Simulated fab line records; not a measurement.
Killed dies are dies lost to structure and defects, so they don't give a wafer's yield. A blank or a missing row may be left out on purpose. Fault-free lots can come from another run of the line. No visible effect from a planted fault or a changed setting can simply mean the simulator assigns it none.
fab line records -- flow sky130
[record] lots = 7, wafers = 21, last-day = 49
route steps=708 shown PASSIVATION@689 PAD_OPEN@694
lots with no fault: from the same line, run without faults
start-h: hours from the record's opening day to when the first of the lot's shown wafers began -- wait-h: hours elapsed since this lot's preceding step -- " unchanged from the row above -- L1.1+2: a row that stands for several wafers -- - no value present, or no start provided -- * or withheld: withheld -- < > ~ a bound
route shown NAME@n: NAME is a module with steps in the file, n the number in the route of the first one -- usual: mean/standard deviation of fault-free wafers -- same: alike in all rows -- chamber/n: place in a boat -- sites: each site's reading -- _std_site: standard deviation of those values -- _edge_site: outer sites' mean less inner sites' -- radius-mm: how far each site lies from the wafer's centre -- mask NAME#n: copy n -- behind: the last tool/chamber to shape the wafer -- hold: why the lot was held/for how many hours/how that ended -- device: names the non-switching transistor (n, p or np) -- end of line: at the end of the route, the tests of the same wafers -- a step with no rows: only its recipe -- killed: the dies lost at the first sort to structure and to defects; this is not the yield of the wafer -- map: a wafer's dies, marking killed ones x, the rest . and places with no die _
set.NAME: the setting the step ran with; set.NAME@STEP: the setting that earlier step ran with -- model.NAME: the simulator's own value behind a step, which no gauge read
lots at selected steps of the route; one table per step, one row per wafer
services: the hour from which a tool's chamber was out of use, counted from the record's first day as start-h (under 0 if before that day), plus the number of hours and why
[[steps]]
[step SKY_PASSIVATION_EXPOSE_08]
[recipe] mask-id = NSM, target-cd-nm = 3000, na = 0.57, dose-mj = 260
[step SKY_PASSIVATION_PEB_09]
[recipe] temp-c = 115, time-s = withheld
[step SKY_PASSIVATION_DEVELOP_10]
[recipe] develop-time-s = 60, dev-temp-c = 23
[step SKY_PASSIVATION_ETCH_11]
[recipe] chemistry = CF4/O2, target-depth-nm = 725, stop-on = AlCu, source-w = 800, bias-w = 150, pressure-mtorr = 150, cf4-flow-sccm = 80, O2_flow_sccm = 10, time-s = 161.1
[usual] O2_flow_sccm = 10.000/0.028, bias-w = 150.0/0.42, cf4-flow-sccm = 80.05/0.22, drypump-motor-current-A = 5.4/0.32, oes-product-au = 0.975/0.0076, throttle-valve-pct = 5.963/0.0096
lot.wafer,tool,chamber,start-h,wait-h,O2_flow_sccm,bias-w,cf4-flow-sccm,drypump-motor-current-A,oes-product-au,rf-hours-counter-h,throttle-valve-pct
L104.1,rie-diel-02,3,1062.72,-,10.021,150.5,80.13,5.8,0.986,26,5.964
L104.2,rie-diel-02,1,1062.72,-,10.014,149.8,80.26,5.8,0.973,11,5.956
L104.5,rie-diel-02,0,1062.72,-,10.017,150.6,80.41,5.1,0.982,-,5.968
L106.4,rie-diel-01,3,1075.05,-,10.009,149.8,80.04,5.5,0.977,7,5.943
L106.5,rie-diel-01,0,1075.05,-,9.965,149.9,80.11,5.4,0.983,-,5.954
L106.6,rie-diel-01,3,1075.05,-,9.990,150.3,80.19,5.5,0.972,-,5.960
L112.1,rie-diel-03,3,1104.45,-,10.009,150.1,80.12,5.0,0.975,15,5.962
L112.4,rie-diel-03,0,1104.45,-,9.980,150.1,80.18,5.4,0.984,22,5.959
L112.6,rie-diel-03,2,1104.45,-,9.979,150.4,79.61,5.2,0.967,-,5.952
L113.1,rie-diel-02,3,1112.17,-,9.987,149.8,79.65,5.8,0.974,28,5.950
L113.2,rie-diel-02,0,1112.17,-,10.062,149.9,79.88,5.1,0.976,17,5.971
L113.4,rie-diel-02,0,1112.17,-,10.043,149.8,80.29,5.1,0.983,-,5.966
L114.1,rie-diel-01,0,1117.90,-,9.992,149.9,79.71,5.4,0.976,16,5.975
L114.2,rie-diel-01,3,1117.90,-,9.987,149.7,79.84,5.5,0.969,8,5.978
L114.4,rie-diel-01,2,1117.90,-,9.939,150.3,80.05,4.9,0.977,20,5.981
L115.3,rie-diel-01,0,1122.15,-,9.962,150.1,80.28,5.4,0.986,16,5.956
L115.4,rie-diel-01,2,1122.15,-,9.998,149.5,79.93,4.9,0.987,-,5.952
L115.6,rie-diel-01,0,1122.15,-,9.980,150.5,80.07,5.4,0.976,-,5.965
L121.1,rie-diel-01,2,1163.25,-,10.016,149.8,80.47,4.8,0.969,22,5.975
L121.3,rie-diel-01,0,1163.25,-,9.998,149.8,80.40,5.4,0.971,18,5.965
L121.4,rie-diel-01,1,1163.25,-,10.008,150.5,80.24,5.8,0.969,15,5.977
[step SKY_PASSIVATION_STRIP_12]
[recipe] chemistry = O2/N2, power-w = 1400, pressure-mtorr = 1500, platen-temp-c = withheld, overash-fraction = 0.7, o2-flow-sccm = 3000, n2-flow-sccm = 300
[usual] drypump-motor-current-A = 5.8/0.42, oes-product-au = 0.661/0.0048, strip-time-to-endpoint-s = 31.57/0.14
lot.wafer,tool,chamber,start-h,wait-h,drypump-motor-current-A,oes-product-au,rf-hours-counter-h,strip-time-to-endpoint-s
L104.1,plasma-asher-04,1,1062.83,0.1,6.0,0.666,63,31.68
L104.2,plasma-asher-04,0,1062.83,0.1,5.8,0.663,63,31.56
L104.5,plasma-asher-04,1,1062.83,0.1,6.0,0.669,-,31.43
L106.4,plasma-asher-02,1,1075.19,0.1,6.2,0.656,-,31.51
L106.5,plasma-asher-02,1,1075.19,0.1,6.2,0.659,-,31.55
L106.6,plasma-asher-02,0,1075.19,0.1,5.2,0.663,-,31.58
L112.1,plasma-asher-04,1,1104.56,0.1,6.0,0.661,67,31.36
L112.4,plasma-asher-04,0,1104.56,0.1,5.7,0.659,-,31.46
L112.6,plasma-asher-04,1,1104.56,0.1,6.0,0.657,-,31.62
L113.1,plasma-asher-02,1,1112.28,0.1,6.2,0.654,99,31.86
L113.2,plasma-asher-02,0,1112.28,0.1,5.1,0.661,99,31.65
L113.4,plasma-asher-02,1,1112.28,0.1,6.2,0.676,-,31.70
L114.1,plasma-asher-04,0,1118.01,0.1,5.7,0.656,69,31.47
L114.2,plasma-asher-04,1,1118.01,0.1,6.0,0.660,69,31.51
L114.4,plasma-asher-04,0,1118.01,0.1,5.7,0.657,-,31.32
L115.3,plasma-asher-02,1,1122.29,0.1,6.2,0.651,-,31.72
L115.4,plasma-asher-02,0,1122.29,0.1,5.1,0.663,-,31.70
L115.6,plasma-asher-02,1,1122.29,0.1,6.2,0.655,-,31.75
L121.1,plasma-asher-02,0,1163.36,0.1,5.1,0.660,104,31.66
L121.3,plasma-asher-02,0,1163.36,0.1,5.1,0.662,-,31.75
L121.4,plasma-asher-02,1,1163.36,0.1,6.2,0.658,-,31.65
[step SKY_PAD_OPEN_DEHYDRATE_00]
[recipe] temp-c = 200, time-s = 60
[step SKY_PAD_OPEN_HMDS_01]
[recipe] prime-time-s = 60, prime-temp-c = 120
[step SKY_PAD_OPEN_COAT_02]
[recipe] spin-rpm = 2000, resist-thk-nm = 3000
[step SKY_PAD_OPEN_SOFTBAKE_03]
[recipe] temp-c = 110, time-s = withheld
[step SKY_PAD_OPEN_EXPOSE_04]
[recipe] mask-id = PDM, target-cd-nm = 60000, na = 0.57, dose-mj = 260
[step SKY_PAD_OPEN_PEB_05]
[recipe] temp-c = 115, time-s = withheld
[step SKY_PAD_OPEN_DEVELOP_06]
[recipe] develop-time-s = 60, dev-temp-c = 23
[step SKY_PAD_OPEN_ETCH_07]
[recipe] chemistry = CF4/O2, target-depth-nm = 725, stop-on = AlCu, source-w = 800, bias-w = 150, pressure-mtorr = 150, cf4-flow-sccm = 80, O2_flow_sccm = 10, time-s = 161.1
[usual] O2_flow_sccm = 10.00/0.034, bias-w = 150.1/0.47, cf4-flow-sccm = 79.99/0.21, drypump-motor-current-A = 5.4/0.41, oes-product-au = 0.975/0.0077, throttle-valve-pct = 5.964/0.0088
lot.wafer,tool,chamber,start-h,wait-h,O2_flow_sccm,bias-w,cf4-flow-sccm,drypump-motor-current-A,oes-product-au,rf-hours-counter-h,throttle-valve-pct
L104.1,rie-diel-03,3,1083.22,-,10.00,150.3,79.57,5.0,0.986,14,5.966
L104.2,rie-diel-03,2,1083.22,-,10.04,149.5,79.86,5.3,0.963,25,5.957
L104.5,rie-diel-03,0,1083.22,-,10.00,150.5,80.22,5.4,0.974,-,5.986
L106.4,rie-diel-02,3,1095.81,-,10.02,150.0,80.24,5.8,0.980,-,5.968
L106.5,rie-diel-02,0,1095.81,-,9.99,150.7,80.25,5.0,0.976,-,5.980
L106.6,rie-diel-02,1,1095.81,-,9.96,150.1,79.75,5.8,0.969,-,5.958
L112.1,rie-diel-02,1,1124.35,-,-,-,-,-,-,-,-
L112.4,rie-diel-02,2,1124.35,-,-,-,-,-,-,-,-
L112.6,rie-diel-02,0,1124.35,-,-,-,-,-,-,-,-
L113.1,rie-diel-02,2,1131.85,-,-,-,-,-,-,-,-
L113.2,rie-diel-02,3,1131.85,-,-,-,-,-,-,-,-
L113.4,rie-diel-02,0,1131.85,-,-,-,-,-,-,-,-
L114.1,rie-diel-02,1,1136.87,-,-,-,-,-,-,-,-
L114.2,rie-diel-02,3,1136.87,-,-,-,-,-,-,-,-
L114.4,rie-diel-02,0,1136.87,-,-,-,-,-,-,-,-
L115.3,rie-diel-04,0,1140.60,-,10.04,149.9,79.82,5.0,0.982,27,5.962
L115.4,rie-diel-04,3,1140.60,-,9.97,149.9,80.26,6.1,0.983,19,5.959
L115.6,rie-diel-04,3,1140.60,-,10.00,150.0,80.09,6.1,0.980,-,5.970
L121.1,rie-diel-02,2,1180.10,-,9.98,149.7,79.88,5.3,0.963,28,5.964
L121.3,rie-diel-02,1,1180.10,-,9.96,150.6,80.01,5.8,0.970,16,5.965
L121.4,rie-diel-02,3,1180.10,-,10.02,149.9,79.84,5.8,0.963,31,5.977
[step SKY_PAD_OPEN_STRIP_08]
[recipe] chemistry = O2/N2, power-w = 1400, pressure-mtorr = 1500, platen-temp-c = withheld, overash-fraction = 0.7, o2-flow-sccm = 3000, n2-flow-sccm = 300
[usual] drypump-motor-current-A = 5.7/0.36, oes-product-au = 0.663/0.0043, strip-time-to-endpoint-s = 37.11/0.1
lot.wafer,tool,chamber,start-h,wait-h,drypump-motor-current-A,oes-product-au,rf-hours-counter-h,strip-time-to-endpoint-s
L104.1,plasma-asher-04,0,1083.32,0.1,5.7,0.665,65,37.05
L104.2,plasma-asher-04,1,1083.32,0.1,6.0,0.659,65,37.08
L104.5,plasma-asher-04,1,1083.32,0.1,6.0,0.663,-,37.17
L106.4,plasma-asher-01,1,1095.89,0.0,5.4,0.663,-,37.12
L106.5,plasma-asher-01,0,1095.89,0.0,5.3,0.669,-,37.16
L106.6,plasma-asher-01,1,1095.89,0.0,5.5,0.667,-,37.08
L112.1,plasma-asher-01,0,1124.46,0.1,5.3,0.662,38,37.11
L112.4,plasma-asher-01,0,1124.46,0.1,5.3,0.673,-,37.18
L112.6,plasma-asher-01,0,1124.46,0.1,5.3,0.669,-,37.25
L113.1,plasma-asher-01,0,1131.96,0.1,5.3,0.666,39,36.94
L113.2,plasma-asher-01,1,1131.96,0.1,5.5,0.665,39,36.94
L113.4,plasma-asher-01,0,1131.96,0.1,5.3,0.667,-,36.97
L114.1,plasma-asher-03,1,1136.97,0.1,6.2,0.668,6,36.93
L114.2,plasma-asher-03,0,1136.97,0.1,6.2,0.664,6,37.02
L114.4,plasma-asher-03,0,1136.97,0.1,6.1,0.657,-,36.87
L115.3,plasma-asher-01,1,1140.74,0.1,5.5,0.669,-,37.27
L115.4,plasma-asher-01,0,1140.74,0.1,5.3,0.654,-,37.19
L115.6,plasma-asher-01,0,1140.74,0.1,5.3,0.669,-,37.14
L121.1,plasma-asher-03,0,1180.21,0.1,6.2,0.663,11,37.37
L121.3,plasma-asher-03,0,1180.21,0.1,6.2,0.664,-,37.24
L121.4,plasma-asher-03,1,1180.21,0.1,6.2,0.662,-,37.28
[[services]]
tool,chamber,start-h,hours,kind
rie-diel-03,-,1047.44,0.3,repair
plasma-asher-03,-,1055.25,9.0,pm
plasma-asher-03,0,1055.25,9.0,vent-cycle
plasma-asher-03,1,1055.25,9.0,vent-cycle
plasma-asher-03,0,1064.25,-,clean
plasma-asher-03,1,1064.25,-,clean
rie-diel-02,1,1076.88,3.5,repair
rie-diel-02,2,1087.29,28.0,repair
plasma-asher-01,-,1088.07,0.4,repair
rie-diel-03,3,1091.19,3.0,repair
rie-diel-02,1,1101.56,4.4,repair
plasma-asher-03,-,1101.62,9.0,repair
rie-diel-02,-,1112.76,7.0,repair
rie-diel-04,3,1117.63,3.8,repair
rie-diel-01,1,1120.20,11.9,repair
rie-diel-03,-,1121.25,14.6,pm
rie-diel-02,2,1126.45,3.4,repair
rie-diel-03,1,1139.88,9.1,repair
plasma-asher-01,-,1141.85,4.0,repair
rie-diel-04,1,1143.81,4.8,repair
rie-diel-02,-,1148.49,5.0,repair
rie-diel-01,-,1156.52,2.8,pm
[[key]]
[first-sign] step = SKY_PAD_OPEN_ETCH_07, reading = tool-record, direction = missing
effect none on later readings
[model-effect] step = SKY_PAD_OPEN_PROBE_99, value = etest.poly-comb.under-floor, without = 0, struck = 1
met-at SKY_PAD_OPEN_ETCH_07
struck-wafers L112.1,L112.4,L112.6,L113.1,L113.2,L113.4,L114.1,L114.2,L114.4
later-rows-left-out L112.1,L112.4,L112.6,L113.1,L113.2,L113.4,L114.1,L114.2,L114.4
sort-left-out L112.1,L112.4,L112.6,L113.1,L113.2,L113.4,L114.1,L114.2,L114.4
onset-between 1095.81 1124.35
[fault] kind = skipped-step-whole, tool = rie-diel-02, chamber = -, onset-h = 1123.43, steps = SKY_PAD_OPEN_ETCH_07, scope = struck-lots-only
// sort-left-out: the simulated sort isn't trusted on such a fault, so these wafers' sort isn't shown, and their yield isn't known
// later-rows-left-out: the simulator's readings of these wafers behind a module that went badly wrong aren't trusted and aren't shown, but for the sort
